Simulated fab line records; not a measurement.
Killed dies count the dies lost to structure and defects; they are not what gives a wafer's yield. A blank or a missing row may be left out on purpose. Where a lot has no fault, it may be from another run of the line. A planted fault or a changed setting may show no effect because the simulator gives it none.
fab line records ; flow sky130
record: lots: 24; wafers: 72; last_day: 50
route steps=708 shown FIELD_ISO@1 LI_CONTACT@384 METAL3@532 CAPM@551 VIA3@575 METAL4@602
lots that met no fault: taken from a fault-free run of the same line
start_h: the number of hours between the record's first day and the start of the first shown wafer of the lot ; wait_h: how many hours have passed since the lot's step before this one ; " repeats the value in the row above ; L1.1+2: several wafers, shown together as one row ; - no value, or no start given ; * or withheld: withheld ; < > ~ a bound
route shown NAME@n: NAME is a module with steps in the file, n the number in the route of the first one ; usual: mean/standard deviation of fault-free wafers ; same: alike in all rows ; chamber/n: place in a boat ; sites: each site's reading ; _std_site: how widely they spread, as a standard deviation ; _edge_site: inner sites' mean taken away from outer sites' mean ; radius_mm: how far each site lies from the wafer's centre ; mask NAME#n: copy n ; behind: tool/chamber where the wafer was last shaped ; hold: why the lot went on hold/how many hours it stayed there/how the hold came to an end ; device: the transistor (n, p or np) that didn't switch ; end of line: tests of these same wafers at the route's end ; for a step that has no rows: nothing shown but its recipe ; killed: count of dies lost to structure and defects at first sort (not the wafer's yield) ; map: dies across one wafer; x = killed, . = not, _ = none there
set.NAME: the run value of the setting; set.NAME@STEP: its run value at that earlier step ; model.NAME: the simulator's own value behind a step, which no gauge read
a sample of lots followed through the steps of the route, with each step as a table and each wafer as a row
services: a tool's chamber out of use, with start hour (start_h, from the record's first day; less than 0 if before it), hours out, and reason
== steps ==
step: SKY_FIELD_ISO_BOW_MEAS_00
recipe: mode: bow
usual: INCOMING_BOW: 1/6.1
lot.wafer;tool;chamber;start_h;wait_h;INCOMING_BOW[um]
L074.2;film_metro-03;-;10.02;-;0
L074.3;film_metro-03;-;10.02;-;-9
L074.6;film_metro-03;-;10.02;-;4
L075.1;film_metro-04;-;15.00;-;3
L075.5;film_metro-04;-;15.00;-;0
L075.6;film_metro-04;-;15.00;-;-18
L076.1;film_metro-04;-;20.00;-;-4
L076.4;film_metro-04;-;20.00;-;-1
L076.5;film_metro-04;-;20.00;-;-4
L077.4;film_metro-04;-;25.06;-;0
L077.5;film_metro-04;-;25.06;-;-4
L077.6;film_metro-04;-;25.06;-;4
L078.1;film_metro-03;-;30.00;-;-6
L078.2;film_metro-03;-;30.00;-;11
L078.3;film_metro-03;-;30.00;-;6
L079.4;film_metro-04;-;35.06;-;-1
L079.5;film_metro-04;-;35.06;-;1
L079.6;film_metro-04;-;35.06;-;9
L080.1;film_metro-04;-;40.00;-;6
L080.3;film_metro-04;-;40.00;-;0
L080.6;film_metro-04;-;40.00;-;-2
L081.3;film_metro-04;-;45.04;-;1
L081.4;film_metro-04;-;45.04;-;-8
L081.5;film_metro-04;-;45.04;-;-10
L082.1;film_metro-03;-;50.00;-;8
L082.3;film_metro-03;-;50.00;-;-7
L082.6;film_metro-03;-;50.00;-;0
L083.1;film_metro-01;-;55.00;-;7
L083.2;film_metro-01;-;55.00;-;14
L083.3;film_metro-01;-;55.00;-;-6
L084.4;film_metro-03;-;60.06;-;4
L084.5;film_metro-03;-;60.06;-;11
L084.6;film_metro-03;-;60.06;-;5
L085.3;film_metro-03;-;65.04;-;-4
L085.4;film_metro-03;-;65.04;-;6
L085.6;film_metro-03;-;65.04;-;-1
L086.3;film_metro-04;-;70.04;-;-8
L086.5;film_metro-04;-;70.04;-;1
L086.6;film_metro-04;-;70.04;-;7
L087.3;film_metro-04;-;75.04;-;-4
L087.5;film_metro-04;-;75.04;-;6
L087.6;film_metro-04;-;75.04;-;-8
L088.1;film_metro-04;-;80.00;-;-2
L088.2;film_metro-04;-;80.00;-;2
L088.3;film_metro-04;-;80.00;-;-11
L089.1;film_metro-01;-;85.00;-;5
L089.5;film_metro-01;-;85.00;-;7
L089.6;film_metro-01;-;85.00;-;5
L090.2;film_metro-04;-;90.02;-;10
L090.3;film_metro-04;-;90.02;-;1
L090.4;film_metro-04;-;90.02;-;-4
L091.1;film_metro-04;-;95.00;-;-6
L091.4;film_metro-04;-;95.00;-;-1
L091.6;film_metro-04;-;95.00;-;1
L092.1;film_metro-03;-;100.00;-;6
L092.3;film_metro-03;-;100.00;-;4
L092.6;film_metro-03;-;100.00;-;-4
L093.1;film_metro-03;-;105.00;-;1
L093.2;film_metro-03;-;105.00;-;4
L093.3;film_metro-03;-;105.00;-;-5
L094.4;film_metro-04;-;110.06;-;8
L094.5;film_metro-04;-;110.06;-;3
L094.6;film_metro-04;-;110.06;-;-7
L095.3;film_metro-01;-;115.04;-;0
L095.5;film_metro-01;-;115.04;-;-7
L095.6;film_metro-01;-;115.04;-;3
L096.2;film_metro-03;-;120.02;-;5
L096.4;film_metro-03;-;120.02;-;3
L096.5;film_metro-03;-;120.02;-;1
L097.2;film_metro-01;-;125.02;-;10
L097.4;film_metro-01;-;125.02;-;4
L097.6;film_metro-01;-;125.02;-;-3
step: SKY_LI_CONTACT_RS_MEAS_22
recipe: thk_meas_gauge: four-point-probe; reads: W_of_LI_CONTACT_CVD_21+TiN_of_LI_CONTACT_SPUTTER_20+Ti_of_LI_CONTACT_SPUTTER_19
usual: LI_CONTACT_W_RS: 0.2827/0.0023
lot.wafer;tool;chamber;start_h;wait_h;LI_CONTACT_W_RS[ohm/sq]
L074.2;film_metro-03;-;670.28;0.1;0.2820
L074.3;film_metro-03;-;670.28;0.1;0.2826
L074.6;film_metro-03;-;670.28;0.1;0.2844
L075.1;film_metro-02;-;685.37;0.1;0.2859
L075.5;film_metro-02;-;685.37;0.1;0.2870
L075.6;film_metro-02;-;685.37;0.1;0.2857
L076.1;film_metro-03;-;688.84;0.1;0.2823
L076.4;film_metro-03;-;688.84;0.1;0.2828
L076.5;film_metro-03;-;688.84;0.1;0.2841
L077.4;film_metro-03;-;702.44;0.1;0.2829
L077.5;film_metro-03;-;702.44;0.1;0.2854
L077.6;film_metro-03;-;702.44;0.1;0.2860
L078.1;film_metro-02;-;711.87;0.1;0.2807
L078.2;film_metro-02;-;711.87;0.1;0.2775
L078.3;film_metro-02;-;711.87;0.1;0.2833
L079.4;film_metro-02;-;717.44;0.1;0.2857
L079.5;film_metro-02;-;717.44;0.1;0.2845
L079.6;film_metro-02;-;717.44;0.1;0.2838
L080.1;film_metro-03;-;720.63;0.1;0.2838
L080.3;film_metro-03;-;720.63;0.1;0.2798
L080.6;film_metro-03;-;720.63;0.1;0.2827
L081.3;film_metro-03;-;729.83;0.2;0.2837
L081.4;film_metro-03;-;729.83;0.2;0.2821
L081.5;film_metro-03;-;729.83;0.2;0.2877
L082.1;film_metro-01;-;748.65;0.1;0.2841
L082.3;film_metro-01;-;748.65;0.1;0.2796
L082.6;film_metro-01;-;748.65;0.1;0.2834
L083.1;film_metro-03;-;749.20;0.1;0.2894
L083.2;film_metro-03;-;749.20;0.1;0.2849
L083.3;film_metro-03;-;749.20;0.1;0.2834
L084.4;film_metro-01;-;757.98;0.1;0.2846
L084.5;film_metro-01;-;757.98;0.1;0.2823
L084.6;film_metro-01;-;757.98;0.1;0.2816
L085.3;film_metro-03;-;768.04;0.1;0.2841
L085.4;film_metro-03;-;768.04;0.1;0.2822
L085.6;film_metro-03;-;768.04;0.1;0.2822
L086.3;film_metro-01;-;775.51;0.1;0.2874
L086.5;film_metro-01;-;775.51;0.1;0.2851
L086.6;film_metro-01;-;775.51;0.1;0.2814
L087.3;film_metro-02;-;782.13;0.1;0.2855
L087.5;film_metro-02;-;782.13;0.1;0.2854
L087.6;film_metro-02;-;782.13;0.1;0.2820
L088.1;film_metro-02;-;787.54;0.1;0.2838
L088.2;film_metro-02;-;787.54;0.1;0.2807
L088.3;film_metro-02;-;787.54;0.1;0.2814
L089.1;film_metro-02;-;793.89;0.1;0.2758
L089.5;film_metro-02;-;793.89;0.1;0.2812
L089.6;film_metro-02;-;793.89;0.1;0.2812
L090.2;film_metro-01;-;806.77;0.2;0.2788
L090.3;film_metro-01;-;806.77;0.2;0.2823
L090.4;film_metro-01;-;806.77;0.2;0.2822
L092.1;film_metro-03;-;819.07;0.1;0.2842
L092.3;film_metro-03;-;819.07;0.1;0.2842
L092.6;film_metro-03;-;819.07;0.1;0.2840
L091.1;film_metro-01;-;819.19;0.1;0.2827
L091.4;film_metro-01;-;819.19;0.1;0.2848
L091.6;film_metro-01;-;819.19;0.1;0.2829
L093.1;film_metro-03;-;822.87;0.1;0.2797
L093.2;film_metro-03;-;822.87;0.1;0.2793
L093.3;film_metro-03;-;822.87;0.1;0.2804
L094.4;film_metro-01;-;834.35;0.1;0.2837
L094.5;film_metro-01;-;834.35;0.1;0.2859
L094.6;film_metro-01;-;834.35;0.1;0.2792
L095.3;film_metro-01;-;836.28;0.1;0.2797
L095.5;film_metro-01;-;836.28;0.1;0.2821
L095.6;film_metro-01;-;836.28;0.1;0.2828
L097.2;film_metro-03;-;848.31;0.1;0.2817
L097.4;film_metro-03;-;848.31;0.1;0.2810
L097.6;film_metro-03;-;848.31;0.1;0.2801
L096.2;film_metro-01;-;854.93;0.1;0.2822
L096.4;film_metro-01;-;854.93;0.1;0.2807
L096.5;film_metro-01;-;854.93;0.1;0.2832
step: SKY_METAL3_SPUTTER_00
recipe: material: Ti; target_thk_nm: 15; power_w: 3000; time_s: 10; chamber_pressure_pa: 0.4
usual: throttle_valve_pct: 29.9/1.2
same: time_s: 10
lot.wafer;tool;chamber;start_h;wait_h;throttle_valve_pct
L074.2;pvd_sputter-02;-;840.69;0.2;31.4
L074.3;pvd_sputter-02;-;840.69;0.2;27.6
L074.6;pvd_sputter-02;-;840.69;0.2;30.5
L075.1;pvd_sputter-02;-;855.43;0.2;27.9
L075.5;pvd_sputter-02;-;855.43;0.2;28.8
L075.6;pvd_sputter-02;-;855.43;0.2;27.6
L076.1;pvd_sputter-02;-;859.92;0.2;29.1
L076.4;pvd_sputter-02;-;859.92;0.2;31.0
L076.5;pvd_sputter-02;-;859.92;0.2;27.6
L077.4;pvd_sputter-02;-;874.79;0.1;31.4
L077.5;pvd_sputter-02;-;874.79;0.1;30.6
L077.6;pvd_sputter-02;-;874.79;0.1;31.7
L078.1;pvd_sputter-04;-;881.81;0.3;29.7
L078.2;pvd_sputter-04;-;881.81;0.3;29.6
L078.3;pvd_sputter-04;-;881.81;0.3;30.5
L079.4;pvd_sputter-02;-;885.77;0.2;28.0
L079.5;pvd_sputter-02;-;885.77;0.2;29.2
L079.6;pvd_sputter-02;-;885.77;0.2;30.5
L080.1;pvd_sputter-02;-;887.48;0.2;29.2
L080.3;pvd_sputter-02;-;887.48;0.2;27.7
L080.6;pvd_sputter-02;-;887.48;0.2;31.5
L081.3;pvd_sputter-01;-;897.48;0.1;27.6
L081.4;pvd_sputter-01;-;897.48;0.1;31.9
L081.5;pvd_sputter-01;-;897.48;0.1;30.0
L082.1;pvd_sputter-04;-;914.84;0.2;29.6
L082.3;pvd_sputter-04;-;914.84;0.2;29.7
L082.6;pvd_sputter-04;-;914.84;0.2;29.4
L083.1;pvd_sputter-02;-;915.52;0.1;29.0
L083.2;pvd_sputter-02;-;915.52;0.1;30.6
L083.3;pvd_sputter-02;-;915.52;0.1;27.8
L084.4;pvd_sputter-01;-;927.61;0.1;27.7
L084.5;pvd_sputter-01;-;927.61;0.1;27.5
L084.6;pvd_sputter-01;-;927.61;0.1;29.9
L085.3;pvd_sputter-02;-;931.63;0.1;30.6
L085.4;pvd_sputter-02;-;931.63;0.1;28.0
L085.6;pvd_sputter-02;-;931.63;0.1;31.7
L086.3;pvd_sputter-04;-;939.82;0.2;30.3
L086.5;pvd_sputter-04;-;939.82;0.2;29.7
L086.6;pvd_sputter-04;-;939.82;0.2;30.5
L087.3;pvd_sputter-02;-;945.58;0.2;30.6
L087.5;pvd_sputter-02;-;945.58;0.2;31.7
L087.6;pvd_sputter-02;-;945.58;0.2;30.8
L088.1;pvd_sputter-01;-;950.35;0.2;31.3
L088.2;pvd_sputter-01;-;950.35;0.2;32.0
L088.3;pvd_sputter-01;-;950.35;0.2;29.8
L089.1;pvd_sputter-02;-;955.89;0.1;29.1
L089.5;pvd_sputter-02;-;955.89;0.1;30.8
L089.6;pvd_sputter-02;-;955.89;0.1;29.3
L090.2;pvd_sputter-04;-;971.16;0.2;30.4
L090.3;pvd_sputter-04;-;971.16;0.2;29.4
L090.4;pvd_sputter-04;-;971.16;0.2;30.4
L092.1;pvd_sputter-02;-;977.59;0.1;27.9
L092.3;pvd_sputter-02;-;977.59;0.1;29.3
L092.6;pvd_sputter-02;-;977.59;0.1;27.6
L091.1;pvd_sputter-04;-;980.17;0.2;29.5
L091.4;pvd_sputter-04;-;980.17;0.2;30.7
L091.6;pvd_sputter-04;-;980.17;0.2;29.6
L093.1;pvd_sputter-04;-;983.16;0.2;29.7
L093.2;pvd_sputter-04;-;983.16;0.2;30.3
L093.3;pvd_sputter-04;-;983.16;0.2;30.7
L094.4;pvd_sputter-04;-;994.99;0.1;30.6
L094.5;pvd_sputter-04;-;994.99;0.1;29.7
L094.6;pvd_sputter-04;-;994.99;0.1;30.4
L095.3;pvd_sputter-04;-;996.77;0.2;30.4
L095.5;pvd_sputter-04;-;996.77;0.2;30.4
L095.6;pvd_sputter-04;-;996.77;0.2;29.6
L097.2;pvd_sputter-04;-;1006.36;0.2;30.6
L097.4;pvd_sputter-04;-;1006.36;0.2;29.4
L097.6;pvd_sputter-04;-;1006.36;0.2;29.7
L096.2;pvd_sputter-04;-;1012.05;0.1;30.5
L096.4;pvd_sputter-04;-;1012.05;0.1;29.5
L096.5;pvd_sputter-04;-;1012.05;0.1;30.6
step: SKY_CAPM_STRIP_14
recipe: chemistry: O2/N2; power_w: 1400; pressure_mtorr: 1500; platen_temp_c: withheld; o2_flow_sccm: 3000; n2_flow_sccm: 300; overash_fraction: 0.5
usual: drypump_motor_current_A: 5.7/0.42; oes_product_au: 0.710/0.0046; strip_time_to_endpoint_s: 12.63/0.038
lot.wafer;tool;chamber;start_h;wait_h;drypump_motor_current_A;oes_product_au;rf_hours_counter_h;strip_time_to_endpoint_s
L074.2;plasma_asher-02;0;867.25;0.1;5.3;0.703;74;12.63
L074.3;plasma_asher-02;1;867.25;0.1;6.1;0.704;-;12.64
L074.6;plasma_asher-02;0;867.25;0.1;5.3;0.708;-;12.64
L075.1;plasma_asher-02;1;882.05;0.1;6.2;0.713;76;12.69
L075.5;plasma_asher-02;0;882.05;0.1;5.3;0.713;-;12.70
L075.6;plasma_asher-02;1;882.05;0.1;6.2;0.713;-;12.69
L076.1;plasma_asher-04;0;885.59;0.1;5.6;0.705;106;12.63
L076.4;plasma_asher-04;1;885.59;0.1;6.3;0.715;-;12.63
L076.5;plasma_asher-04;1;885.59;0.1;6.4;0.709;-;12.59
L077.4;plasma_asher-02;0;901.14;0.1;5.3;0.720;-;12.64
L077.5;plasma_asher-02;1;901.14;0.1;6.2;0.711;-;12.65
L077.6;plasma_asher-02;0;901.14;0.1;5.2;0.716;-;12.67
L078.1;plasma_asher-02;1;907.05;0.1;6.2;0.712;78;12.58
L078.2;plasma_asher-02;0;907.05;0.1;5.3;0.713;78;12.62
L078.3;plasma_asher-02;1;907.05;0.1;6.1;0.713;-;12.60
L079.4;plasma_asher-02;1;911.35;0.1;6.1;0.715;-;12.61
L079.5;plasma_asher-02;0;911.35;0.1;5.3;0.716;-;12.63
L079.6;plasma_asher-02;1;911.35;0.1;6.1;0.712;-;12.60
L080.1;plasma_asher-04;0;912.79;0.1;5.6;0.704;109;12.56
L080.3;plasma_asher-04;0;912.79;0.1;5.6;0.702;-;12.60
L080.6;plasma_asher-04;0;912.79;0.1;5.6;0.706;-;12.62
L081.3;plasma_asher-02;0;922.64;0.1;5.3;0.706;-;12.67
L081.4;plasma_asher-02;1;922.64;0.1;6.2;0.707;-;12.72
L081.5;plasma_asher-02;0;922.64;0.1;5.3;0.716;-;12.68
L082.1;plasma_asher-04;0;939.44;0.1;5.6;0.710;111;12.63
L082.3;plasma_asher-04;1;939.44;0.1;6.4;0.711;-;12.64
L082.6;plasma_asher-04;0;939.44;0.1;5.6;0.713;-;12.63
L083.1;plasma_asher-03;1;940.33;0.1;5.3;0.704;20;12.63
L083.2;plasma_asher-03;0;940.33;0.1;5.7;0.711;20;12.59
L083.3;plasma_asher-03;0;940.33;0.1;5.7;0.705;-;12.63
L084.4;plasma_asher-02;1;951.93;0.1;6.2;0.713;-;12.63
L084.5;plasma_asher-02;1;951.93;0.1;6.2;0.712;-;12.69
L084.6;plasma_asher-02;0;951.93;0.1;5.2;0.713;-;12.68
L085.3;plasma_asher-02;1;956.12;0.1;6.1;0.710;-;12.62
L085.4;plasma_asher-02;0;956.12;0.1;5.3;0.718;-;12.53
L085.6;plasma_asher-02;0;956.12;0.1;5.3;0.711;-;12.58
L086.3;plasma_asher-03;0;965.11;0.1;5.7;0.711;-;12.65
L086.5;plasma_asher-03;1;965.11;0.1;5.3;0.711;-;12.60
L086.6;plasma_asher-03;0;965.11;0.1;5.7;0.719;-;12.66
L087.3;plasma_asher-04;1;970.17;0.1;6.3;0.716;-;12.61
L087.5;plasma_asher-04;1;970.17;0.1;6.4;0.714;-;12.59
L087.6;plasma_asher-04;0;970.17;0.1;5.6;0.716;-;12.58
L088.1;plasma_asher-03;1;974.52;0.1;5.2;0.709;23;12.65
L088.2;plasma_asher-03;0;974.52;0.1;5.8;0.712;23;12.65
L088.3;plasma_asher-03;1;974.52;0.1;5.2;0.714;-;12.60
L089.1;plasma_asher-02;1;980.20;0.1;6.1;0.704;86;12.60
L089.5;plasma_asher-02;0;980.20;0.1;5.3;0.713;-;12.66
L089.6;plasma_asher-02;1;980.20;0.1;6.1;0.709;-;12.59
L090.2;plasma_asher-02;1;995.02;0.1;6.2;0.713;88;12.59
L090.3;plasma_asher-02;0;995.02;0.1;5.2;0.713;-;12.65
L090.4;plasma_asher-02;1;995.02;0.1;6.2;0.718;-;12.62
L092.1;plasma_asher-02;0;1001.45;0.1;5.3;0.704;88;12.62
L092.3;plasma_asher-02;1;1001.45;0.1;6.2;0.711;-;12.60
L092.6;plasma_asher-02;0;1001.45;0.1;5.3;0.716;-;12.59
L091.1;plasma_asher-03;0;1004.30;0.1;5.7;0.713;26;12.64
L091.4;plasma_asher-03;1;1004.30;0.1;5.3;0.708;-;12.68
L091.6;plasma_asher-03;1;1004.30;0.1;5.2;0.718;-;12.66
L093.1;plasma_asher-02;1;1006.75;0.1;6.1;0.712;89;12.62
L093.2;plasma_asher-02;0;1006.75;0.1;5.2;0.708;89;12.66
L093.3;plasma_asher-02;0;1006.75;0.1;5.2;0.712;-;12.65
L094.4;plasma_asher-02;1;1018.86;0.1;6.2;0.704;-;12.62
L094.5;plasma_asher-02;0;1018.86;0.1;5.3;0.712;-;12.60
L094.6;plasma_asher-02;1;1018.86;0.1;6.2;0.703;-;12.61
L095.3;plasma_asher-03;0;1020.69;0.1;5.7;0.709;-;12.64
L095.5;plasma_asher-03;0;1020.69;0.1;5.7;0.704;-;12.67
L095.6;plasma_asher-03;1;1020.69;0.1;5.3;0.709;-;12.61
L097.2;plasma_asher-04;0;1029.72;0.1;5.6;0.705;120;12.61
L097.4;plasma_asher-04;1;1029.72;0.1;6.4;0.708;-;12.62
L097.6;plasma_asher-04;0;1029.72;0.1;5.6;0.717;-;12.55
L096.2;plasma_asher-03;0;1035.04;0.1;5.7;0.711;29;12.70
L096.4;plasma_asher-03;1;1035.04;0.1;5.3;0.706;-;12.67
L096.5;plasma_asher-03;1;1035.04;0.1;5.3;0.716;-;12.65
step: SKY_VIA3_CMP_02
recipe: material: SiO2; down_force_psi: 4; platen_rpm: 60; pad_velocity_m_s: 0.94248
usual: motor_current_A: 12.0/1.5
lot.wafer;tool;chamber;start_h;wait_h;motor_current_A
L074.2;cmp-01;3;895.02;0.0;10.3
L074.3;cmp-01;1;895.02;0.0;13.5
L074.6;cmp-01;0;895.02;0.0;13.6
L075.1;cmp-02;3;909.50;0.1;14.5
L075.6;cmp-02;3;909.50;0.1;14.5
L075.5;cmp-02;0;909.50;0.1;10.9
L076.1;cmp-02;3;912.11;0.1;13.5
L076.4;cmp-02;0;912.11;0.1;11.4
L076.5;cmp-02;0;912.11;0.1;11.1
L077.4;cmp-02;3;927.79;0.0;13.9
L077.5;cmp-02;3;927.79;0.0;14.6
L077.6;cmp-02;0;927.79;0.0;12.0
L078.1;cmp-02;3;933.20;0.1;14.2
L078.3;cmp-02;0;933.20;0.1;11.5
L078.2;cmp-02;1;933.20;0.1;11.2
L079.4;cmp-02;2;937.74;0.2;9.6
L079.6;cmp-02;3;937.74;0.2;14.6
L079.5;cmp-02;0;937.74;0.2;11.3
L080.3;cmp-02;2;939.43;0.1;10.0
L080.1;cmp-02;0;939.43;0.1;11.9
L080.6;cmp-02;2;939.43;0.1;9.2
L081.3;cmp-02;2;948.60;0.0;9.9
L081.4;cmp-02;3;948.60;0.0;14.4
L081.5;cmp-02;2;948.60;0.0;9.6
L082.1;cmp-02;3;965.54;0.1;14.0
L082.3;cmp-02;0;965.54;0.1;12.2
L082.6;cmp-02;0;965.54;0.1;11.5
L083.2;cmp-01;2;966.79;0.0;11.2
L083.3;cmp-01;3;966.79;0.0;11.0
L083.1;cmp-01;1;966.79;0.0;13.3
L084.4;cmp-01;1;977.74;0.1;14.1
L084.5;cmp-01;0;977.74;0.1;13.0
L084.6;cmp-01;1;977.74;0.1;13.4
L085.4;cmp-02;1;981.75;0.0;11.2
L085.3;cmp-02;2;981.75;0.0;9.9
L085.6;cmp-02;1;981.75;0.0;11.3
L086.3;cmp-01;3;990.52;0.0;11.3
L086.6;cmp-01;3;990.52;0.0;11.6
L086.5;cmp-01;0;990.52;0.0;12.6
L087.3;cmp-01;1;996.49;0.2;13.5
L087.5;cmp-01;2;996.49;0.2;11.8
L087.6;cmp-01;3;996.49;0.2;11.0
L088.1;cmp-02;1;1000.20;0.2;11.3
L088.3;cmp-02;2;1000.20;0.2;10.2
L088.2;cmp-02;0;1000.20;0.2;12.0
L089.1;cmp-02;2;1005.86;0.1;10.7
L089.5;cmp-02;0;1005.86;0.1;11.0
L089.6;cmp-02;1;1005.86;0.1;10.7
L090.3;cmp-02;2;1019.84;0.0;10.3
L090.4;cmp-02;3;1019.84;0.0;13.9
L090.2;cmp-02;1;1019.84;0.0;11.4
L092.3;cmp-02;0;1025.93;0.1;11.6
L092.1;cmp-02;1;1025.93;0.1;10.9
L092.6;cmp-02;3;1025.93;0.1;14.6
L091.4;cmp-02;1;1029.40;0.2;10.7
L091.1;cmp-02;2;1029.40;0.2;10.3
L091.6;cmp-02;3;1029.40;0.2;14.1
L093.1;cmp-02;3;1031.68;0.1;14.5
L093.2;cmp-02;0;1031.68;0.1;12.1
L093.3;cmp-02;1;1031.68;0.1;11.6
L094.4;cmp-01;3;1044.03;0.2;11.0
L094.6;cmp-01;0;1044.03;0.2;13.3
L094.5;cmp-01;1;1044.03;0.2;14.5
L095.3;cmp-02;0;1044.64;0.0;11.3
L095.6;cmp-02;0;1044.64;0.0;12.2
L095.5;cmp-02;1;1044.64;0.0;10.9
L097.2;cmp-01;0;1053.79;0.1;13.3
L097.4;cmp-01;1;1053.79;0.1;13.2
L097.6;cmp-01;0;1053.79;0.1;14.1
L096.4;cmp-01;2;1059.25;0.0;11.9
L096.2;cmp-01;3;1059.25;0.0;10.6
L096.5;cmp-01;2;1059.25;0.0;12.1
step: SKY_METAL4_SPUTTER_04
recipe: material: TiN; target_thk_nm: 70; power_w: 6500; time_s: 58.3; chamber_pressure_pa: 0.4
usual: throttle_valve_pct: 30.0/1.5
same: time_s: 58.3
lot.wafer;tool;chamber;start_h;wait_h;throttle_valve_pct
L074.2;pvd_sputter-02;-;922.31;0.0;29.4
L074.3;pvd_sputter-02;-;922.31;0.0;31.4
L074.6;pvd_sputter-02;-;922.31;0.0;29.5
L075.1;pvd_sputter-01;-;935.86;0.0;32.1
L075.5;pvd_sputter-01;-;935.86;0.0;32.0
L075.6;pvd_sputter-01;-;935.86;0.0;29.7
L076.1;pvd_sputter-02;-;938.88;0.0;30.7
L076.4;pvd_sputter-02;-;938.88;0.0;29.3
L076.5;pvd_sputter-02;-;938.88;0.0;29.1
L077.4;pvd_sputter-02;-;954.92;0.0;31.4
L077.5;pvd_sputter-02;-;954.92;0.0;31.4
L077.6;pvd_sputter-02;-;954.92;0.0;27.7
L078.1;pvd_sputter-01;-;959.72;0.0;27.7
L078.2;pvd_sputter-01;-;959.72;0.0;32.0
L078.3;pvd_sputter-01;-;959.72;0.0;29.9
L079.4;pvd_sputter-01;-;963.76;0.0;27.3
L079.5;pvd_sputter-01;-;963.76;0.0;31.5
L079.6;pvd_sputter-01;-;963.76;0.0;27.3
L080.1;pvd_sputter-02;-;965.16;0.0;31.5
L080.3;pvd_sputter-02;-;965.16;0.0;29.4
L080.6;pvd_sputter-02;-;965.16;0.0;27.6
L081.3;pvd_sputter-02;-;974.75;0.0;31.5
L081.4;pvd_sputter-02;-;974.75;0.0;27.8
L081.5;pvd_sputter-02;-;974.75;0.0;29.3
L082.1;pvd_sputter-01;-;991.53;0.0;30.1
L082.3;pvd_sputter-01;-;991.53;0.0;27.9
L082.6;pvd_sputter-01;-;991.53;0.0;31.7
L083.1;pvd_sputter-03;-;992.92;0.0;30.4
L083.2;pvd_sputter-03;-;992.92;0.0;30.4
L083.3;pvd_sputter-03;-;992.92;0.0;30.1
L084.4;pvd_sputter-02;-;1003.35;0.0;27.8
L084.5;pvd_sputter-02;-;1003.35;0.0;30.8
L084.6;pvd_sputter-02;-;1003.35;0.0;31.5
L085.3;pvd_sputter-01;-;1007.91;0.0;30.3
L085.4;pvd_sputter-01;-;1007.91;0.0;27.9
L085.6;pvd_sputter-01;-;1007.91;0.0;31.3
L086.3;pvd_sputter-03;-;1015.74;0.0;30.2
L086.5;pvd_sputter-03;-;1015.74;0.0;30.2
L086.6;pvd_sputter-03;-;1015.74;0.0;30.2
L087.3;pvd_sputter-02;-;1022.19;0.0;28.0
L087.5;pvd_sputter-02;-;1022.19;0.0;31.4
L087.6;pvd_sputter-02;-;1022.19;0.0;27.6
L088.1;pvd_sputter-01;-;1025.42;0.0;32.2
L088.2;pvd_sputter-01;-;1025.42;0.0;27.6
L088.3;pvd_sputter-01;-;1025.42;0.0;31.3
L089.1;pvd_sputter-02;-;1030.41;0.0;29.2
L089.5;pvd_sputter-02;-;1030.41;0.0;29.4
L089.6;pvd_sputter-02;-;1030.41;0.0;30.6
L090.2;pvd_sputter-03;-;1044.35;0.0;31.2
L090.3;pvd_sputter-03;-;1044.35;0.0;29.9
L090.4;pvd_sputter-03;-;1044.35;0.0;30.4
L092.1;pvd_sputter-02;-;1050.46;0.0;31.5
L092.3;pvd_sputter-02;-;1050.46;0.0;29.3
L092.6;pvd_sputter-02;-;1050.46;0.0;29.3
L091.1;pvd_sputter-02;-;1053.26;0.0;31.7
L091.4;pvd_sputter-02;-;1053.26;0.0;28.2
L091.6;pvd_sputter-02;-;1053.26;0.0;31.5
L093.1;pvd_sputter-01;-;1055.41;0.0;31.8
L093.2;pvd_sputter-01;-;1055.41;0.0;27.7
L093.3;pvd_sputter-01;-;1055.41;0.0;29.9
L094.4;pvd_sputter-02;-;1067.42;0.0;30.4
L094.5;pvd_sputter-02;-;1067.42;0.0;31.5
L094.6;pvd_sputter-02;-;1067.42;0.0;27.8
L095.3;pvd_sputter-02;-;1068.21;0.0;27.7
L095.5;pvd_sputter-02;-;1068.21;0.0;29.2
L095.6;pvd_sputter-02;-;1068.21;0.0;28.1
L097.2;pvd_sputter-02;-;1076.53;0.0;29.1
L097.4;pvd_sputter-02;-;1076.53;0.0;30.6
L097.6;pvd_sputter-02;-;1076.53;0.0;31.8
L096.2;pvd_sputter-01;-;1082.43;0.0;32.1
L096.4;pvd_sputter-01;-;1082.43;0.0;27.6
L096.5;pvd_sputter-01;-;1082.43;0.0;31.2
== services ==
tool;chamber;start_h;hours;kind
pvd_sputter-04;-;822.61;7.9;repair
cmp-02;-;856.66;0.4;repair
plasma_asher-03;-;857.49;4.1;repair
plasma_asher-04;-;862.17;14.6;pm
pvd_sputter-01;-;865.20;1.9;repair
pvd_sputter-04;-;883.94;1.9;repair
pvd_sputter-01;-;887.18;3.8;repair
cmp-02;-;893.60;2.6;repair
pvd_sputter-02;-;903.76;0.9;repair
plasma_asher-03;-;904.30;2.8;pm
cmp-01;-;912.00;4.0;pm
pvd_sputter-01;-;914.43;2.3;repair
plasma_asher-03;-;949.34;4.0;pm
cmp-02;-;977.54;1.5;repair
cmp-02;-;983.28;0.6;repair
cmp-02;-;985.62;7.0;pm
pvd_sputter-01;-;993.96;13.2;repair
cmp-01;-;998.13;19.1;pm
cmp-01;-;1017.22;5.9;pm
plasma_asher-04;-;1018.18;0.6;repair
pvd_sputter-02;-;1018.58;2.1;repair
cmp-02;-;1055.13;3.5;pm
plasma_asher-02;-;1063.98;2.8;pm
cmp-02;-;1078.94;0.4;repair
== key ==
fault none
